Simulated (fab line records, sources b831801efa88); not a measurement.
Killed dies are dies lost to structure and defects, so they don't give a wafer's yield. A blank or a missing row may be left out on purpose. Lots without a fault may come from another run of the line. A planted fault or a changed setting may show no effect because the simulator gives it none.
Split-lot experiment | flow sky130 | 5 lots, 23 wafers read, on a route of 708 steps

THE SPLIT
At SKY_LDD_HVN_IMPLANT_08, the setting energy_kev was moved away from the recipe's 60 on 7 of the 23 wafers read, by -4.6% to +4.1%. The other wafers ran this setting at the recipe's value.

The reading is taken at the split's own step.

THE READING
implant.drp_nm (the simulator's own value, which no gauge read), in nm, at SKY_LDD_HVN_IMPLANT_08. The file gives no usual value for it.

wafer  | tool, chamber at the split | energy_kev as run | against the recipe | implant.drp_nm, nm | against lot-mates on the recipe
L076.2 | implanter-04, 0            | 57.23             | -4.6%              | 27.04              | -1.11
L076.3 | implanter-04, 0            | 57.23             | -4.6%              | 27.04              | -1.11
L076.4 | implanter-04, 0            | 60                | recipe             | 28.15              | -
L076.5 | implanter-04, 0            | 60                | recipe             | 28.15              | -
L076.6 | implanter-04, 0            | 60                | recipe             | 28.15              | -
L075.1 | implanter-03, 0            | 60                | recipe             | 28.15              | -
L075.2 | implanter-03, 0            | 60                | recipe             | 28.15              | -
L075.3 | implanter-03, 0            | 60                | recipe             | 28.15              | -
L075.5 | implanter-03, 0            | 60                | recipe             | 28.15              | -
L075.6 | implanter-03, 0            | 60                | recipe             | 28.15              | -
L079.3 | implanter-02, 0            | 60                | recipe             | 28.15              | -
L079.5 | implanter-02, 0            | 60                | recipe             | 28.15              | -
L079.6 | implanter-02, 0            | 60                | recipe             | 28.15              | -
L082.1 | implanter-04, 0            | 62.47             | +4.1%              | 29.16              | +1.01
L082.3 | implanter-04, 0            | 62.47             | +4.1%              | 29.16              | +1.01
L082.4 | implanter-04, 0            | 62.47             | +4.1%              | 29.16              | +1.01
L082.2 | implanter-04, 0            | 60                | recipe             | 28.15              | -
L082.5 | implanter-04, 0            | 60                | recipe             | 28.15              | -
L084.1 | implanter-02, 0            | 58.04             | -3.3%              | 27.36              | -0.79
L084.5 | implanter-02, 0            | 58.04             | -3.3%              | 27.36              | -0.79
L084.2 | implanter-02, 0            | 60                | recipe             | 28.15              | -
L084.4 | implanter-02, 0            | 60                | recipe             | 28.15              | -
L084.6 | implanter-02, 0            | 60                | recipe             | 28.15              | -

THE FIT
A straight line over all 23 wafers: implant.drp_nm changes by +0.243 nm for each +1% of energy_kev; r = +1.00; the points scatter about the line by 0.0045 nm.
The same after taking each lot's own level away (the mean of its wafers on the recipe; 23 wafers): +0.243 nm for each +1%; r = +1.00; scatter 0.0045 nm.
On that fit, the largest move of energy_kev shifts the reading by 1.1 nm.
The lots' own levels span 28.150 to 28.150 nm.
So the lot-to-lot level changes the slope little: the two slopes agree.
Check: with one of the wafers moved furthest among these (-4.6%) left out of the fit, the line predicts -1.12 nm for it against its lot-mates. It came out at -1.11 nm against them.

OTHER SPLITS ON THESE WAFERS
These wafers also went through other splits before the reading. Each is held against what the fit with the lots' levels taken away leaves over:
other split on the same wafers        | wafers away from the commonest value | r with implant.drp_nm (lot level and that fit taken away)
SKY_GATE_OXIDE_SOFTBAKE_06 temp_c     | 10                                   | -0.11
SKY_GATE_OXIDE_IMPLANT_11 energy_kev  | 7                                    | +0.21
SKY_RES_PROTECT_COAT_02 resist_thk_nm | 8                                    | -0.44
SKY_POLY_GATE_IMPLANT_02 dose_cm2     | 10                                   | -0.31
SKY_POLY_GATE_EXPOSE_10 dose_mj       | 9                                    | -0.05
SKY_LDD_P_COAT_02 spin_rpm            | 9                                    | -0.07
SKY_LDD_P_DEVELOP_06 dev_temp_c       | 6                                    | -0.21

THE WHOLE CHAIN: every reading that the file lists as answering this split, in the file's order
step                   | what it does | reading                                                         | change (the file's fit)               | r (the file's)
SKY_LDD_HVN_IMPLANT_08 |              | implant.rp_nm (the simulator's own value, which no gauge read)  | +0.57 nm for each +1% of the setting  | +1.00
SKY_LDD_HVN_IMPLANT_08 |              | implant.drp_nm (the simulator's own value, which no gauge read) | +0.242 nm for each +1% of the setting | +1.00

THE FILE'S OWN FIT
implant.drp_nm changes by +0.242 nm for each +1% of energy_kev, r = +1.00.
